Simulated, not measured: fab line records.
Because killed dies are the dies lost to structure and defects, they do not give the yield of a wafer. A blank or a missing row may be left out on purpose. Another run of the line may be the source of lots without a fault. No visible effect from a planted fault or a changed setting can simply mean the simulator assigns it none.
Which tool is to blame? ; flow gf180mcu ; 42 wafers from 14 lots sampled at 5 of the route's 602 steps

== WHAT THE GAUGES READ, wafer by wafer ==
GF_HV_LDD_TW_MEAS_11. Usual: HV_LDD_TW typically reads 2437, with standard deviation 12.
lot;measured;on;HV_LDD_TW;flag
L334;day 10 05:28;filmMetro-04;2432 2451 2448;
L335;day 10 09:49;filmMetro-01;2448 2446 2437;
L336;day 10 21:35;filmMetro-03;2438 2444 2426;
L338;day 11 09:51;filmMetro-03;2436 2424 2425;
L339;day 11 22:28;filmMetro-01;2427 2439 2428;
L342;day 12 20:18;filmMetro-03;2432 2446 2449;
L345;day 13 15:40;filmMetro-01;2443 2446 2444;
L349;day 14 17:37;filmMetro-01;2408 2411 2412;
L350;day 15 13:43;filmMetro-03;2439 2439 2438;
L351;day 15 23:01;filmMetro-03;2449 2440 2437;
L353;day 16 13:17;filmMetro-04;2440 2444 2438;
L354;day 16 18:14;filmMetro-01;2423 2416 2415;
L355;day 17 05:52;filmMetro-03;2428 2443 2446;
L356;day 17 09:38;filmMetro-01;2434 2420 2415;

GF_HV_LDD_TW_MEAS_38. Usual: HV_LDD_3_TW typically reads 1450, with standard deviation 10.
lot;measured;on;HV_LDD_3_TW;flag
L334;day 11 19:11;filmMetro-04;1453 1455 1448;
L335;day 12 00:01;filmMetro-01;1447 1453 1453;
L336;day 12 11:26;filmMetro-04;1461 1459 1469;
L338;day 13 01:26;filmMetro-01;1330 1323 1328;OFF
L339;day 13 14:41;filmMetro-01;1322 1329 1326;OFF
L342;day 14 13:31;filmMetro-01;1430 1426 1432;
L345;day 15 11:01;filmMetro-04;1452 1459 1465;
L349;day 16 14:55;filmMetro-03;1455 1447 1447;
L350;day 17 12:04;filmMetro-01;1441 1447 1445;
L351;day 17 20:53;filmMetro-04;1460 1452 1456;
L353;day 18 11:26;filmMetro-03;1454 1446 1446;
L354;day 18 16:44;filmMetro-01;1442 1429 1438;
L355;day 19 05:55;filmMetro-04;1462 1460 1464;
L356;day 19 09:05;filmMetro-01;1440 1441 1438;

== TOOL THAT RAN EACH LOT (tool first, then ch and the chambers of the sampled wafers, then the start) ==
lot;GF_HV_LDD_STRIP_22;GF_HV_LDD_IMPLANT_35;GF_HV_LDD_STRIP_37
L334;plasmaAsher-04 ch 0,1, day 11 00:25;implanter-02 ch 0, day 11 18:48;plasmaAsher-02 ch 0,1, day 11 19:04
L335;plasmaAsher-01 ch 1, day 11 04:46;implanter-03 ch 0, day 11 23:37;plasmaAsher-04 ch 0,1, day 11 23:55
L336;plasmaAsher-01 ch 0,1, day 11 15:40;implanter-01 ch 0, day 12 11:03;plasmaAsher-04 ch 0, day 12 11:19
L338;plasmaAsher-01 ch 0,1, day 12 05:28;implanter-03, day 13 01:04;plasmaAsher-04 ch 0,1, day 13 01:21
L339;plasmaAsher-04 ch 0,1, day 12 17:55;implanter-03, day 13 14:17;plasmaAsher-01 ch 0,1, day 13 14:35
L342;plasmaAsher-02 ch 0,1, day 13 16:01;implanter-03 ch 0, day 14 13:07;plasmaAsher-04 ch 0,1, day 14 13:25
L345;plasmaAsher-02 ch 1, day 14 12:23;implanter-03 ch 0, day 15 10:37;plasmaAsher-02 ch 0,1, day 15 10:55
L349;plasmaAsher-04 ch 0,1, day 15 15:34;implanter-01 ch 0, day 16 14:31;plasmaAsher-02 ch 0,1, day 16 14:49
L350;plasmaAsher-02 ch 0,1, day 16 12:34;implanter-03 ch 0, day 17 11:40;plasmaAsher-02 ch 0,1, day 17 11:58
L351;plasmaAsher-02 ch 0,1, day 16 21:37;implanter-03 ch 0, day 17 20:29;plasmaAsher-01 ch 0,1, day 17 20:47
L353;plasmaAsher-01 ch 0,1, day 17 11:43;implanter-03 ch 0, day 18 11:02;plasmaAsher-02 ch 0,1, day 18 11:20
L354;plasmaAsher-02 ch 0,1, day 17 16:43;implanter-02 ch 0, day 18 16:20;plasmaAsher-01 ch 0,1, day 18 16:38
L355;plasmaAsher-01 ch 0,1, day 18 05:08;implanter-01 ch 0, day 19 05:31;plasmaAsher-02 ch 0,1, day 19 05:49
L356;plasmaAsher-01 ch 0,1, day 18 08:56;implanter-02 ch 0, day 19 08:42;plasmaAsher-04 ch 0,1, day 19 08:59
- GF_HV_LDD_STRIP_22: strips in O2/N2.
- GF_HV_LDD_IMPLANT_35
- GF_HV_LDD_STRIP_37: strips in O2/N2.

== WHAT THE TOOLS THEMSELVES READ (means of the sampled wafers that have a number; where no wafer has one, the mark that the record gives instead) ==
GF_HV_LDD_STRIP_22. Usual: drypumpMotorCurrentA 6.1 A, standard deviation 0.51; heaterPowerW 350 W, standard deviation 24; oesProductAu 0.716 a.u., standard deviation 0.0048; stripTimeToEndpointS 12.65 s, standard deviation 0.031.
lot;tool;drypumpMotorCurrentA (A);heaterPowerW (W);oesProductAu (a.u.);stripTimeToEndpointS (s);flag
L334;plasmaAsher-04;6.3;333;0.713;12.72;
L335;plasmaAsher-01;6.2;343;0.719;12.66;
L336;plasmaAsher-01;6.4;347;0.718;12.65;
L338;plasmaAsher-01;6.5;347;0.716;12.69;
L339;plasmaAsher-04;6.3;333;0.712;12.57;
L342;plasmaAsher-02;5.3;358;0.719;12.62;
L345;plasmaAsher-02;5.9;399;0.717;12.67;
L349;plasmaAsher-04;6.3;327;0.719;12.66;
L350;plasmaAsher-02;5.3;360;0.714;12.63;
L351;plasmaAsher-02;5.6;381;0.714;12.68;
L353;plasmaAsher-01;6.4;340;0.713;12.64;
L354;plasmaAsher-02;5.3;364;0.717;12.70;
L355;plasmaAsher-01;6.4;350;0.719;12.66;
L356;plasmaAsher-01;6.4;343;0.717;12.65;

GF_HV_LDD_IMPLANT_35. Usual: beamEnergyKeV 60.004, standard deviation 0.018; beamOnS 9.98 s, standard deviation 0.19; doseIonsCm2 7.498e+12, standard deviation 8.6e+09; endStationPressureTorr 5.02e-06 Torr, standard deviation 2.7e-07.
lot;tool;beamEnergyKeV;beamOnS (s);doseIonsCm2;endStationPressureTorr (Torr);flag
L334;implanter-02;60.004;10.01;7.496e+12;4.73e-06;
L335;implanter-03;60.006;9.97;7.494e+12;5.00e-06;
L336;implanter-01;59.993;10.10;7.490e+12;5.26e-06;
L338;implanter-03;-;-;-;-;OFF
L339;implanter-03;-;-;-;-;OFF
L342;implanter-03;59.985;10.06;7.511e+12;5.24e-06;
L345;implanter-03;59.995;9.99;7.497e+12;4.99e-06;
L349;implanter-01;59.982;9.93;7.494e+12;5.18e-06;
L350;implanter-03;59.998;9.85;7.499e+12;5.23e-06;
L351;implanter-03;59.992;10.08;7.499e+12;4.88e-06;
L353;implanter-03;59.970;9.86;7.488e+12;5.19e-06;
L354;implanter-02;60.002;10.05;7.496e+12;4.83e-06;
L355;implanter-01;60.023;9.90;7.498e+12;4.90e-06;
L356;implanter-02;60.014;10.14;7.490e+12;5.05e-06;

GF_HV_LDD_STRIP_37. Usual: drypumpMotorCurrentA 5.9 A, standard deviation 0.54; heaterPowerW 354 W, standard deviation 28; oesProductAu 0.716 a.u., standard deviation 0.0043; stripTimeToEndpointS 12.65 s, standard deviation 0.03.
lot;tool;drypumpMotorCurrentA (A);heaterPowerW (W);oesProductAu (a.u.);stripTimeToEndpointS (s);flag
L334;plasmaAsher-02;5.6;380;0.717;12.62;
L335;plasmaAsher-04;6.3;326;0.719;12.67;
L336;plasmaAsher-04;6.2;318;0.720;12.63;
L338;plasmaAsher-04;6.3;338;0.715;12.64;
L339;plasmaAsher-01;6.3;349;0.716;12.60;
L342;plasmaAsher-04;6.3;338;0.717;12.68;
L345;plasmaAsher-02;5.6;382;0.719;12.65;
L349;plasmaAsher-02;5.3;360;0.712;12.61;
L350;plasmaAsher-02;5.6;379;0.718;12.68;
L351;plasmaAsher-01;6.5;349;0.713;12.65;
L353;plasmaAsher-02;5.6;378;0.715;12.65;
L354;plasmaAsher-01;6.3;344;0.718;12.67;
L355;plasmaAsher-02;5.3;363;0.714;12.67;
L356;plasmaAsher-04;6.3;327;0.711;12.73;

== THE ANSWER, worked out from the rows above alone ==
Rule: a lot is off if the mean of its wafers that have a number lies more than 3 standard deviations from the usual mean. Also off: a lot with no number at a reading for which 4 or more lots have one. Where the step has rows for the other lots, those lots are counted as sound. The gauges are gone through in route order, then the tools' own readings, and for those a lot's mean is taken as printed above. At the first step where some lot is off, the reading lying furthest off is the one used; lots without a number count as furthest.
Off: at GF_HV_LDD_TW_MEAS_38 (HV_LDD_3_TW), L338, L339.
If a tool, at a process step before that reading, ran all the lots that are off and no sound lot after the first of them, it fits. The gauges at GF_HV_LDD_TW_MEAS_38 aren't tried: what is off there is off at GF_HV_LDD_IMPLANT_35 too, on other tools, and a gauge's error can't cause that. No candidate that was tried fits.

== WHAT THE SIMULATOR PUT IN ==
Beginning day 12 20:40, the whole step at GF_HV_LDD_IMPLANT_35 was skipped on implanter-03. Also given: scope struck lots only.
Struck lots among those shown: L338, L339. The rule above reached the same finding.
